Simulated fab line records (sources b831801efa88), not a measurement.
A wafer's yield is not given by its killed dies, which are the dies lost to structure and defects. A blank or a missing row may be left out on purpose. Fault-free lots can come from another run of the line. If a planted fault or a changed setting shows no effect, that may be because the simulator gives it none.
Which tool did it? :: flow gf180mcu :: 12 lots with 36 wafers sampled at 6 steps, on a route of 602 steps

== WHAT THE GAUGES READ, wafer by wafer ==
GF_V2_CD_MEAS_14 targets a cd of 260 nm.
lot: L244
measured: day 20 02:50
on: cd-sem-01
cd-nm (nm): 258.6 259.3 258.9

lot: L246
measured: day 21 01:46
on: cd-sem-01
cd-nm (nm): 261.9 262.0 262.1

lot: L247
measured: day 21 09:32
on: cd-sem-01
cd-nm (nm): 258.9 260.2 260.1

lot: L248
measured: day 21 22:02
on: cd-sem-02
cd-nm (nm): 260.4 261.1 260.9

lot: L249
measured: day 22 04:57
on: cd-sem-01
cd-nm (nm): 260.6 260.1 261.7

lot: L252
measured: day 23 04:08
on: cd-sem-02
cd-nm (nm): 260.1 257.3 259.5

lot: L254
measured: day 24 05:14
on: cd-sem-01
cd-nm (nm): 261.0 259.8 259.9

lot: L255
measured: day 24 06:41
on: cd-sem-01
cd-nm (nm): 259.9 260.7 260.0

lot: L262
measured: day 26 12:52
on: cd-sem-01
cd-nm (nm): 259.5 261.8 259.0

lot: L263
measured: day 26 22:34
on: cd-sem-01
cd-nm (nm): 259.3 258.6 259.1

lot: L264
measured: day 27 06:16
on: cd-sem-02
cd-nm (nm): 259.6 260.6 261.9

lot: L265
measured: day 27 17:08
on: cd-sem-01
cd-nm (nm): 258.2 259.3 259.6

GF_V3_THK_MEAS_01.
lot: L244
measured: day 21 05:05
on: film-metro-01
V3_CVD_00_THK (nm): 598 599 591

lot: L246
measured: day 22 03:34
on: film-metro-03
V3_CVD_00_THK (nm): 597 606 602

lot: L247
measured: day 22 11:22
on: film-metro-01
V3_CVD_00_THK (nm): 604 597 603

lot: L248
measured: day 23 00:01
on: film-metro-03
V3_CVD_00_THK (nm): 609 605 606

lot: L249
measured: day 23 06:50
on: film-metro-01
V3_CVD_00_THK (nm): 598 597 596

lot: L252
measured: day 24 05:25
on: film-metro-04
V3_CVD_00_THK (nm): 1195 1195 1205

lot: L254
measured: day 25 05:43
on: film-metro-03
V3_CVD_00_THK (nm): 1195 1180 1187

lot: L255
measured: day 25 07:34
on: film-metro-03
V3_CVD_00_THK (nm): 1204 1214 1209

lot: L262
measured: day 27 11:39
on: film-metro-03
V3_CVD_00_THK (nm): 600 602 604

lot: L263
measured: day 27 21:14
on: film-metro-01
V3_CVD_00_THK (nm): 604 607 608

lot: L264
measured: day 28 04:41
on: film-metro-04
V3_CVD_00_THK (nm): 607 604 605

lot: L265
measured: day 28 14:42
on: film-metro-01
V3_CVD_00_THK (nm): 599 600 595

GF_V3_BOW_MEAS_05.
lot: L244
measured: day 21 05:35
on: film-metro-04
V3_BOW (um): 132 116 122

lot: L246
measured: day 22 04:03
on: film-metro-03
V3_BOW (um): 118 128 128

lot: L247
measured: day 22 11:52
on: film-metro-04
V3_BOW (um): 117 112 105

lot: L248
measured: day 23 00:31
on: film-metro-03
V3_BOW (um): 112 121 134

lot: L249
measured: day 23 07:20
on: film-metro-01
V3_BOW (um): 131 119 104

lot: L252
measured: day 24 05:54
on: film-metro-04
V3_BOW (um): 152 126 144

lot: L254
measured: day 25 06:13
on: film-metro-03
V3_BOW (um): 155 152 157

lot: L255
measured: day 25 08:15
on: film-metro-04
V3_BOW (um): 133 149 148

lot: L262
measured: day 27 12:08
on: film-metro-04
V3_BOW (um): 109 112 123

lot: L263
measured: day 27 21:52
on: film-metro-03
V3_BOW (um): 110 110 110

lot: L264
measured: day 28 05:12
on: film-metro-04
V3_BOW (um): 109 109 109

lot: L265
measured: day 28 15:19
on: film-metro-03
V3_BOW (um): 126 128 118

== EACH LOT AND THE TOOL THAT RAN IT (in order: tool; ch and the chambers of the sampled wafers; start) ==
lot: L244
GF_V2_STRIP_18: plasma-asher-03 ch 0,1, day 20 03:07
GF_V3_CVD_00: hdpcvd-02 ch 0,1,2, day 21 05:01
GF_V3_CMP_04: cmp-01 ch 0,1,3, day 21 05:17

lot: L246
GF_V2_STRIP_18: plasma-asher-02 ch 0,1, day 21 02:04
GF_V3_CVD_00: hdpcvd-01 ch 1,2, day 22 03:27
GF_V3_CMP_04: cmp-02 ch 2,3, day 22 03:48

lot: L247
GF_V2_STRIP_18: plasma-asher-03 ch 0,1, day 21 09:49
GF_V3_CVD_00: hdpcvd-01 ch 0,1, day 22 11:17
GF_V3_CMP_04: cmp-02 ch 0,1,3, day 22 11:34

lot: L248
GF_V2_STRIP_18: plasma-asher-03 ch 0,1, day 21 22:19
GF_V3_CVD_00: hdpcvd-02 ch 0,1, day 22 23:56
GF_V3_CMP_04: cmp-01 ch 2,3, day 23 00:13

lot: L249
GF_V2_STRIP_18: plasma-asher-03 ch 0,1, day 22 05:13
GF_V3_CVD_00: hdpcvd-01 ch 0,1, day 23 06:45
GF_V3_CMP_04: cmp-01 ch 1,2, day 23 07:01

lot: L252
GF_V2_STRIP_18: plasma-asher-01 ch 0,1, day 23 04:25
GF_V3_CVD_00: hdpcvd-01 ch 0,1,2, day 24 05:05
GF_V3_CMP_04: cmp-01 ch 0,2,3, day 24 05:35

lot: L254
GF_V2_STRIP_18: plasma-asher-02 ch 0,1, day 24 05:31
GF_V3_CVD_00: hdpcvd-01 ch 0,1,2, day 25 05:24
GF_V3_CMP_04: cmp-02 ch 0,1,2, day 25 06:00

lot: L255
GF_V2_STRIP_18: plasma-asher-01 ch 0,1, day 24 06:59
GF_V3_CVD_00: hdpcvd-02 ch 1,2, day 25 07:16
GF_V3_CMP_04: cmp-01 ch 1,2,3, day 25 07:47

lot: L262
GF_V2_STRIP_18: plasma-asher-02 ch 0,1, day 26 13:10
GF_V3_CVD_00: hdpcvd-02 ch 0,1, day 27 11:35
GF_V3_CMP_04: cmp-01 ch 0,2,3, day 27 11:50

lot: L263
GF_V2_STRIP_18: plasma-asher-01 ch 0,1, day 26 22:50
GF_V3_CVD_00: hdpcvd-01 ch 0,1, day 27 21:08
GF_V3_CMP_04: cmp-02 ch 1,3, day 27 21:25

lot: L264
GF_V2_STRIP_18: plasma-asher-03 ch 0,1, day 27 06:36
GF_V3_CVD_00: hdpcvd-01 ch 0,1,2, day 28 04:35
GF_V3_CMP_04: cmp-02 ch 0,3, day 28 04:52

lot: L265
GF_V2_STRIP_18: plasma-asher-01 ch 0,1, day 27 17:26
GF_V3_CVD_00: hdpcvd-01 ch 0,1,2, day 28 14:38
GF_V3_CMP_04: cmp-01 ch 2,3, day 28 15:01
- GF_V2_STRIP_18: strips in O2/N2.
- GF_V3_CVD_00: deposits SiO2, target thk 600 nm, time 100 s.
- GF_V3_CMP_04: polishes SiO2.

== AS READ BY THE TOOLS THEMSELVES (means over the sampled wafers that have a number; for cases with no such wafer, the mark the record gives instead) ==
GF_V2_STRIP_18.
lot: L244
tool: plasma-asher-03
drypump-motor-current-A (A): 4.9
heater-power-w (W): 305
oes-product-au (a.u.): 0.595

lot: L246
tool: plasma-asher-02
drypump-motor-current-A (A): 6.1
heater-power-w (W): 333
oes-product-au (a.u.): 0.597

lot: L247
tool: plasma-asher-03
drypump-motor-current-A (A): 5.0
heater-power-w (W): 304
oes-product-au (a.u.): 0.593

lot: L248
tool: plasma-asher-03
drypump-motor-current-A (A): 4.9
heater-power-w (W): 302
oes-product-au (a.u.): 0.598

lot: L249
tool: plasma-asher-03
drypump-motor-current-A (A): 4.9
heater-power-w (W): 300
oes-product-au (a.u.): 0.600

lot: L252
tool: plasma-asher-01
drypump-motor-current-A (A): 6.4
heater-power-w (W): 339
oes-product-au (a.u.): 0.599

lot: L254
tool: plasma-asher-02
drypump-motor-current-A (A): 6.1
heater-power-w (W): 330
oes-product-au (a.u.): 0.600

lot: L255
tool: plasma-asher-01
drypump-motor-current-A (A): 6.0
heater-power-w (W): 360
oes-product-au (a.u.): 0.602

lot: L262
tool: plasma-asher-02
drypump-motor-current-A (A): 6.1
heater-power-w (W): 334
oes-product-au (a.u.): 0.601

lot: L263
tool: plasma-asher-01
drypump-motor-current-A (A): 6.4
heater-power-w (W): 343
oes-product-au (a.u.): 0.596

lot: L264
tool: plasma-asher-03
drypump-motor-current-A (A): 5.0
heater-power-w (W): 303
oes-product-au (a.u.): 0.600

lot: L265
tool: plasma-asher-01
drypump-motor-current-A (A): 6.0
heater-power-w (W): 356
oes-product-au (a.u.): 0.600

GF_V3_CMP_04.
lot: L244
tool: cmp-01
motor-current-A (A): 11.1
retaining-ring-pressure-frac: 0.996
time-to-endpoint-s (s): 79

lot: L246
tool: cmp-02
motor-current-A (A): 9.9
retaining-ring-pressure-frac: 0.997
time-to-endpoint-s (s): 81

lot: L247
tool: cmp-02
motor-current-A (A): 11.5
retaining-ring-pressure-frac: 1.003
time-to-endpoint-s (s): 85

lot: L248
tool: cmp-01
motor-current-A (A): 11.9
retaining-ring-pressure-frac: 0.997
time-to-endpoint-s (s): 74

lot: L249
tool: cmp-01
motor-current-A (A): 11.2
retaining-ring-pressure-frac: 0.999
time-to-endpoint-s (s): 80

lot: L252
tool: cmp-01
motor-current-A (A): 11.8
retaining-ring-pressure-frac: 0.997
time-to-endpoint-s (s): 79

lot: L254
tool: cmp-02
motor-current-A (A): 11.7
retaining-ring-pressure-frac: 0.997
time-to-endpoint-s (s): 76

lot: L255
tool: cmp-01
motor-current-A (A): 11.0
retaining-ring-pressure-frac: 1.000
time-to-endpoint-s (s): 82

lot: L262
tool: cmp-01
motor-current-A (A): 11.6
retaining-ring-pressure-frac: 0.995
time-to-endpoint-s (s): 80

lot: L263
tool: cmp-02
motor-current-A (A): 10.0
retaining-ring-pressure-frac: 0.998
time-to-endpoint-s (s): 81

lot: L264
tool: cmp-02
motor-current-A (A): 9.7
retaining-ring-pressure-frac: 1.005
time-to-endpoint-s (s): 87

lot: L265
tool: cmp-01
motor-current-A (A): 11.9
retaining-ring-pressure-frac: 1.000
time-to-endpoint-s (s): 81

== THE ANSWER, worked out from the rows above alone ==
Rule: the usual values come from the lots themselves. Put in order of their means at a reading, lots are off if they are a third of the lots or fewer, leave a main group of 4 or more, and stand apart from it by a gap of 3 or more times the standard deviation of the main group's means; of several such gaps the widest counts. If all means in a main group match to the digits the tables above print for the reading, that group is not used. Also off: a lot with no number at a reading for which 4 or more lots have one. Any other lot the step has rows for is counted as sound. After the gauges, taken in route order, come the tools' own readings; for these a lot's mean is taken, as printed above. At the first step where some lot is off, the reading lying furthest off is the one used; lots without a number count as furthest.
Off: L252, L254, L255, seen at GF_V3_THK_MEAS_01 (V3_CVD_00_THK). The main group has a mean of 602 nm with a standard deviation of 3.8.
A tool fits if, at a process step before that reading, it ran every lot that is off, and no sound lot after the first of them. Those tools and the gauges at GF_V3_THK_MEAS_01 are tried in the same way. None of those tried fits.

== WHAT THE SIMULATOR PUT IN ==
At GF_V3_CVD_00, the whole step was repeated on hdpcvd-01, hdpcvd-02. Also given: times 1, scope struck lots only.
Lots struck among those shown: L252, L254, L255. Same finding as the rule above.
